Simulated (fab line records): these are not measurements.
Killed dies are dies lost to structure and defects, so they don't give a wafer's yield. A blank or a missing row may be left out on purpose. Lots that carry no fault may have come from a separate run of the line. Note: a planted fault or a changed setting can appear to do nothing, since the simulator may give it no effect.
Problem report in the 8D (eight disciplines) form, filled by code / flow sky130 / the parts of the form that need people (team, actions taken, sign-off) are left out

## 1. THE PROBLEM
Wafers free of any fault read 1364 (standard deviation 10) for VT_ADJUST_HVTP_TW at SKY_VT_ADJUST_HVTP_TW_MEAS_11, against a mean of 1258 on 2 wafers of 2 lots. Relative to the usual mean, that is a shift of -11 standard deviations.
First observed at day 10 09:57: wafer L895.3, on film_metro-01. The record holds 38 wafers of 13 lots with a number at this step. Rule for "out" (also "out of limits"): further than 4 standard deviations from the usual mean. All remaining wafers that have a number are taken as sound.

## 2. WHAT IT IS, WHAT IT ISN'T
question=which readings at this step | is=VT_ADJUST_HVTP_TW | is not=-
question=which lots | is=L895, L897 | is not=L880, L881, L883, L885, L887, L888, L889, L891, L893, L894, L896
question=which wafers of those lots | is=L895.3, L897.5 | is not=L895.4, L895.6, L897.6
question=read on which gauges | is=film_metro-01, film_metro-03 | is not=film_metro-02
question=when | is=from day 10 09:57 | is not=up to then (32 sound wafers); but 4 sound wafers of L896, L897 came after

## 3. SUSPECTS, AND WHAT RULES EACH OUT
Counting: if a tool at a process step up to the reading ran every lot that is out, it stays a suspect. Sound lots after the first of them don't rule it out here, since some wafers of a struck lot are sound.
- the gauge at SKY_VT_ADJUST_HVTP_TW_MEAS_11 has been ruled out. 2 gauges (film_metro-01, film_metro-03) read the wafers that are out.
- plasma_asher-02 at SKY_PWDE_STRIP_09 (strips in O2/N2): kept. Every lot that is out went through it, the first being L895 (day 7 17:01); the last sound lot it ran before that was L887 (day 5 23:27).
- implanter-04 at SKY_VT_ADJUST_HVTP_IMPLANT_09: kept. Every lot that is out went through it, the first being L895 (day 10 09:44); the last sound lot it ran before that was L893 (day 9 21:31).
Left after counting: plasma_asher-02 at SKY_PWDE_STRIP_09, implanter-04 at SKY_VT_ADJUST_HVTP_IMPLANT_09.

## 4. THE CAUSE (what the simulator had put in)
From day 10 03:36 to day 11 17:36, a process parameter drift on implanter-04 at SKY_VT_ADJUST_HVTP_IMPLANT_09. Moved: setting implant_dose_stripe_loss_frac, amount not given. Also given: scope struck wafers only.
Counting leaves 2 suspects; this tool is one of them.

## 5. SEQUENCE OF EFFECTS, ordered by route
Each row: a reading where the mean over the struck wafers with a number is more than 3 standard deviations away from the usual. Only readings whose record carries a usual standard deviation are examined. hours: median over the lots of the time between each lot's start at the first step of this table that gives one and its start at this step. sigmas: the change, counted in usual standard deviations.
hours=0; step=SKY_VT_ADJUST_HVTP_TW_MEAS_11; reading=VT_ADJUST_HVTP_TW; usual=1364; on struck wafers=1258; change=-106; sigmas=-11

## 6. HOW IT WOULD HAVE BEEN CAUGHT EARLIER
Counted from the fault's start at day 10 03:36, it took 6 hours until the first out-of-limits reading at a measuring or inspecting step in this record, taken at day 10 09:57.
Of the tool readings at SKY_VT_ADJUST_HVTP_IMPLANT_09 for which the record gives a usual standard deviation, none was out on any struck wafer, so an alarm limit of 4 standard deviations on them would not have fired.
Of the lots that are out (2), L897 began SKY_VT_ADJUST_HVTP_IMPLANT_09 on implanter-04 after day 10 09:57. Holding the tool at that time would have saved it.
